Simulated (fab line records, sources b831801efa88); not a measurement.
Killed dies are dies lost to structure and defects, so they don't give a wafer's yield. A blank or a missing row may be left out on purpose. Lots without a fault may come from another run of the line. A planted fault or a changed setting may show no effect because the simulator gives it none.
Split-lot experiment | flow sky130 | 5 lots, 23 wafers read, on a route of 708 steps

THE SPLIT
At SKY_VIA4_HDPCVD_00 (deposits SiO2, target thk 1750 nm, time 291.7 s), the setting sih4_flow_sccm was moved away from the recipe's 60 sccm on 8 of the 23 wafers read, by -11.4% to -4.8%. The other wafers ran this setting at the recipe's value.

The file shows no step between the split and the reading.

THE READING
VIA4_HDPCVD_THK, in nm, at SKY_VIA4_THK_MEAS_01. Fault-free wafers of this fab line usually give 1752 nm, standard deviation 15 nm.

wafer  | tool, chamber at the split | sih4_flow_sccm as run, sccm | against the recipe | VIA4_HDPCVD_THK, nm | against lot-mates on the recipe
L078.2 | hdpcvd-02, 0               | 60                          | recipe             | 1780                | -
L078.4 | hdpcvd-02, 1               | 60                          | recipe             | 1743                | -
L078.6 | hdpcvd-02, 2               | 60                          | recipe             | 1753                | -
L079.1 | hdpcvd-02, 0               | 60                          | recipe             | 1754                | -
L079.2 | hdpcvd-02, 1,2             | 57.1                        | -4.8%              | 1654                | -95
L079.3 | hdpcvd-02, 1,2             | 57.1                        | -4.8%              | 1668                | -81
L079.5 | hdpcvd-02, 2               | 60                          | recipe             | 1744                | -
L079.6 | hdpcvd-02, 0               | 57.1                        | -4.8%              | 1654                | -95
L081.1 | hdpcvd-02, 1               | 53.26                       | -11.2%             | 1561                | -206
L081.2 | hdpcvd-02, 2               | 60                          | recipe             | 1763                | -
L081.3 | hdpcvd-02, 0               | 53.26                       | -11.2%             | 1539                | -228
L081.5 | hdpcvd-02, 2               | 60                          | recipe             | 1771                | -
L081.6 | hdpcvd-02, 1               | 53.26                       | -11.2%             | 1550                | -217
L082.1 | hdpcvd-02, 2               | 60                          | recipe             | 1758                | -
L082.3 | hdpcvd-02, 1               | 60                          | recipe             | 1762                | -
L082.4 | hdpcvd-02, 1               | 53.18                       | -11.4%             | 1572                | -182
L082.5 | hdpcvd-02, 0               | 53.18                       | -11.4%             | 1550                | -204
L082.6 | hdpcvd-02, 2               | 60                          | recipe             | 1743                | -
L084.1 | hdpcvd-02, 2               | 60                          | recipe             | 1795                | -
L084.2 | hdpcvd-02, 1               | 60                          | recipe             | 1755                | -
L084.3 | hdpcvd-02, 0               | 60                          | recipe             | 1733                | -
L084.5 | hdpcvd-02, 0,2             | 60                          | recipe             | 1725                | -
L084.6 | hdpcvd-02, 0,2             | 60                          | recipe             | 1744                | -
Where a row lists several chambers, the file gives one row for several wafers and doesn't say which wafer went through which chamber.

THE FIT
A straight line over all 23 wafers: VIA4_HDPCVD_THK changes by +17.9 nm for each +1% of sih4_flow_sccm; r = +0.98; the points scatter about the line by 16 nm.
The same after taking each lot's own level away (the mean of its wafers on the recipe; 23 wafers): +18.4 nm for each +1%; r = +0.98; scatter 16 nm.
On that fit, the largest move of sih4_flow_sccm shifts the reading by 2.1e+02 nm.
The lots' own levels span 1749.0 to 1767.0 nm, that is 1.2 times the standard deviation above.
So the lot-to-lot level changes the slope little: the two slopes agree.
Check: with one of the wafers moved furthest among these (-11.4%) left out of the fit, the line predicts -215 nm for it against its lot-mates. It came out at -182 nm against them.

OTHER SPLITS ON THESE WAFERS
These wafers also went through other splits before the reading. Each is held against what the fit with the lots' levels taken away leaves over:
other split on the same wafers | wafers away from the commonest value | r with VIA4_HDPCVD_THK (lot level and that fit taken away)
SKY_METAL4_METAL_ETCH_18 icp_w | 9                                    | +0.04

THE WHOLE CHAIN: every reading that the file lists as answering this split, in the file's order
step                 | what it does                                    | reading                                                                        | change (the file's fit)            | r (the file's)
SKY_VIA4_HDPCVD_00   | deposits SiO2, target thk 1750 nm, time 291.7 s | SiO2_of_VIA4_HDPCVD_00.thk_nm (the simulator's own value, which no gauge read) | +18 nm for each +1% of the setting | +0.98
SKY_VIA4_THK_MEAS_01 |                                                 | VIA4_HDPCVD_THK                                                                | +18.2 for each +1% of the setting  | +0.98

THE FILE'S OWN FIT
VIA4_HDPCVD_THK changes by +18.2 nm for each +1% of sih4_flow_sccm, r = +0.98.
